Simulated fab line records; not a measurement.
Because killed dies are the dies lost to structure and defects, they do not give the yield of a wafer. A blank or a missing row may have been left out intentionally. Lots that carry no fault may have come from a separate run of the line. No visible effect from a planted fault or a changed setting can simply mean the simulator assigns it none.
Which tool did it? + flow gf180mcu + Sampling: 13 lots, 39 wafers, 3 of 602 route steps

== WHAT THE GAUGES READ, wafer by wafer ==
GF_NSD_OVL_MEAS_08.
| lot  | measured     | on         | NSD_OVL (nm)   |
|------|--------------|------------|----------------|
| L349 | day 13 16:56 | overlay-01 | -1.7 -2.7 -1.2 |
| L350 | day 13 21:47 | overlay-01 | -2.2 -2.0 -2.9 |
| L353 | day 15 01:25 | overlay-01 | -2.3 -2.4 -1.2 |
| L355 | day 15 16:17 | overlay-02 | -0.3 0.4 -0.4  |
| L356 | day 15 21:22 | overlay-01 | -4.1 -3.6 -2.8 |
| L357 | day 16 05:47 | overlay-02 | -1.1 -2.3 -1.6 |
| L358 | day 16 19:16 | overlay-02 | -0.6 -0.9 0.6  |
| L361 | day 17 14:47 | overlay-01 | -1.3 -2.2 -1.0 |
| L363 | day 18 10:11 | overlay-01 | -2.5 -1.4 -3.0 |
| L366 | day 19 13:24 | overlay-01 | -3.2 -3.1 -3.3 |
| L368 | day 20 17:59 | overlay-01 | -4.9 -4.7 -3.4 |
| L370 | day 20 19:25 | overlay-01 | -2.3 -1.1 -2.1 |
| L371 | day 21 05:23 | overlay-01 | -2.3 -3.0 -1.5 |

== WHICH TOOL RAN EACH LOT (tool, then ch and the chambers of the sampled wafers, then the start) ==
| lot  | GF_LVPWELL_COAT_02               | GF_LVPWELL_STRIP_10                 |
|------|----------------------------------|-------------------------------------|
| L349 | litho track-01 ch 0, day 3 19:16 | plasma asher-02 ch 0, day 4 02:15   |
| L350 | litho track-01 ch 0, day 4 01:14 | plasma asher-03 ch 0,1, day 4 09:03 |
| L353 | litho track-03 ch 0, day 4 20:07 | plasma asher-01 ch 0,1, day 5 04:09 |
| L355 | litho track-03 ch 0, day 5 05:07 | plasma asher-01 ch 0,1, day 5 12:48 |
| L356 | litho track-01 ch 0, day 5 10:37 | plasma asher-01 ch 0,1, day 5 18:07 |
| L357 | litho track-03 ch 0, day 5 15:58 | plasma asher-03 ch 0,1, day 5 23:45 |
| L358 | litho track-01 ch 0, day 6 00:04 | plasma asher-02 ch 0,1, day 6 08:20 |
| L361 | litho track-01 ch 0, day 6 12:46 | plasma asher-03 ch 0, day 6 20:48   |
| L363 | litho track-01 ch 0, day 7 02:04 | plasma asher-02 ch 0,1, day 7 10:03 |
| L366 | litho track-01 ch 0, day 7 19:07 | plasma asher-03 ch 0,1, day 8 02:56 |
| L368 | litho track-02 ch 0, day 8 04:34 | plasma asher-02 ch 0,1, day 8 13:17 |
| L370 | litho track-03 ch 0, day 8 14:52 | plasma asher-03 ch 0,1, day 8 23:30 |
| L371 | litho track-02 ch 0, day 8 22:07 | plasma asher-01 ch 0,1, day 9 06:29 |
- GF_LVPWELL_COAT_02: resist thk 3000 nm.
- GF_LVPWELL_STRIP_10: strips in O2/N2.

== AS READ BY THE TOOLS THEMSELVES (means over the sampled wafers that have a number; for cases with no such wafer, the mark the record gives instead) ==
GF_LVPWELL_STRIP_10.
| lot  | tool            | drypump motor current A (A) | heater power w (W) | oes product au (a.u.) | strip time to endpoint s (s) |
|------|-----------------|-----------------------------|--------------------|-----------------------|------------------------------|
| L349 | plasma asher-02 | 6.1                         | 324                | 0.722                 | 36.89                        |
| L350 | plasma asher-03 | 5.4                         | 411                | 0.718                 | 36.95                        |
| L353 | plasma asher-01 | 5.3                         | 328                | 0.720                 | 36.92                        |
| L355 | plasma asher-01 | 5.7                         | 343                | 0.722                 | 36.80                        |
| L356 | plasma asher-01 | 5.7                         | 345                | 0.722                 | 36.91                        |
| L357 | plasma asher-03 | 5.6                         | 378                | 0.722                 | 37.00                        |
| L358 | plasma asher-02 | 5.8                         | 327                | 0.718                 | 36.94                        |
| L361 | plasma asher-03 | 5.3                         | 391                | 0.723                 | 36.94                        |
| L363 | plasma asher-02 | 5.9                         | 325                | 0.725                 | 36.74                        |
| L366 | plasma asher-03 | 5.6                         | 377                | 0.723                 | 37.82                        |
| L368 | plasma asher-02 | 5.7                         | 325                | 0.724                 | 36.95                        |
| L370 | plasma asher-03 | 5.4                         | 388                | 0.722                 | 36.94                        |
| L371 | plasma asher-01 | 5.4                         | 337                | 0.719                 | 36.91                        |

== THE ANSWER, worked out from the rows above alone ==
Rule: what is usual is taken from the lots themselves. The widest of any qualifying gaps counts: lots, ordered by their means at a reading, are off when they make up no more than a third of the lots, leave a main group of 4 or more, and stand apart from it by 3 or more times the standard deviation of that group's means. The tables above print the reading to a certain number of digits; a main group whose means all agree to those digits is not used. A lot without any number at a reading at which 4 lots or more have one is off too. All remaining lots with rows at the step are treated as sound. After the gauges, taken in route order, come the tools' own readings; for these a lot's mean is taken, as printed above. At the first step where some lot is off, the reading lying furthest off is the one used; lots without a number count as furthest.
Off: L366 (GF_LVPWELL_STRIP_10, strip time to endpoint s). The main group: mean 36.91 s, standard deviation 0.068.
A tool fits if, at that step or a process step before it, it ran every lot that is off, and no sound lot after the first of them. One candidate fits, namely litho track-01 at GF_LVPWELL_COAT_02. A fault onset in the window from L363 (day 7 02:04, its last sound lot) to L366 (day 7 19:07, its first lot off) fits.

== WHAT HAD BEEN PUT IN BY THE SIMULATOR ==
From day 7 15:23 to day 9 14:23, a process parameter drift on litho track-01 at GF_LVPWELL_COAT_02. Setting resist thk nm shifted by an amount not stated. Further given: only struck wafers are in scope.
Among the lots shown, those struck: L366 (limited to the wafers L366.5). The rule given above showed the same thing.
